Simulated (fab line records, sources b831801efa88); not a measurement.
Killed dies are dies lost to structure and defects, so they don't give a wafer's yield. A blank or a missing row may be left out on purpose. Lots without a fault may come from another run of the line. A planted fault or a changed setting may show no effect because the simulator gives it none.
One fault seen from 2 desks | flow sky130 | each desk has only its own numbers; what lay behind them comes last

THE METROLOGY DESK
What the gauges read, lot by lot, whatever tool the lot ran on: means of the sampled wafers that have a number. A lot is out of limits, marked OUT, if its mean lies more than 4 standard deviations from the usual mean; the brackets give that distance.
Columns: A = CONTACT_CVD_00_THK at SKY_CONTACT_THK_MEAS_01, usual 75.5 nm; B = CONTACT_W_THK at SKY_CONTACT_THK_MEAS_26, usual 344 nm
lot  | first seen here | A    | B
L452 | day 29 23:37    | 73.3 | 348
L453 | day 30 18:25    | 76.2 | 339
L454 | day 31 05:28    | 75.3 | 336
L455 | day 31 15:31    | 76.6 | 344
L457 | day 32 00:38    | 74.9 | 339
L458 | day 32 08:33    | 75.1 | 346
L462 | day 34 02:41    | 76.0 | 343
L466 | day 35 03:48    | 74.2 | 345
L467 | day 35 14:41    | 75.6 | 341
L470 | day 36 13:10    | 75.3 | 345
L474 | day 37 11:02    | 75.8 | 339
L475 | day 38 07:09    | 75.7 | 343
This desk's finding: nothing out of limits on any of the 12 lots.

THE TOOL OWNER'S DESK: litho_track-03
The tool's own readings at SKY_POLY_CUT_COAT_03 (resist thk 450 nm): means of the sampled wafers that have a number, for each lot that ran on this tool. A lot is out of limits, marked OUT, if its mean lies more than 4 standard deviations from the usual mean; the brackets give that distance.
Columns: A = spin_speed_rpm at SKY_POLY_CUT_COAT_03, usual 3000.1 rpm
lot  | first seen here | A
L454 | day 24 11:00    | 2998.6
L462 | day 27 11:00    | 3000.5
L466 | day 28 16:00    | 2943.7 (-25) OUT
L467 | day 29 03:00    | 2946.0 (-24) OUT
L475 | day 32 01:00    | 2999.4
This desk's finding: out of limits on L466, L467; first on L466, day 28 16:00 (spin_speed_rpm at SKY_POLY_CUT_COAT_03). In limits: L454, L462, L475.

PUT TOGETHER
The tool owner's desk could have raised an alarm at day 28 16:00, on L466, L467.
The metrology desk saw nothing out of limits.
The metrology desk has L466, L467 on record, within its limits.
Of the lots named, all ran SKY_POLY_CUT_COAT_03 on litho_track-03.

WHAT THE SIMULATOR HAD PUT IN
Process parameter drift: litho_track-03, from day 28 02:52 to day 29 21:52, at SKY_POLY_CUT_COAT_03. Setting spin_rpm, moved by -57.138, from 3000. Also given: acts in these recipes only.
Lots struck among those shown: L466, L467.
Hours from the fault's start to each desk's first reading out of limits: the tool owner's desk, 13.
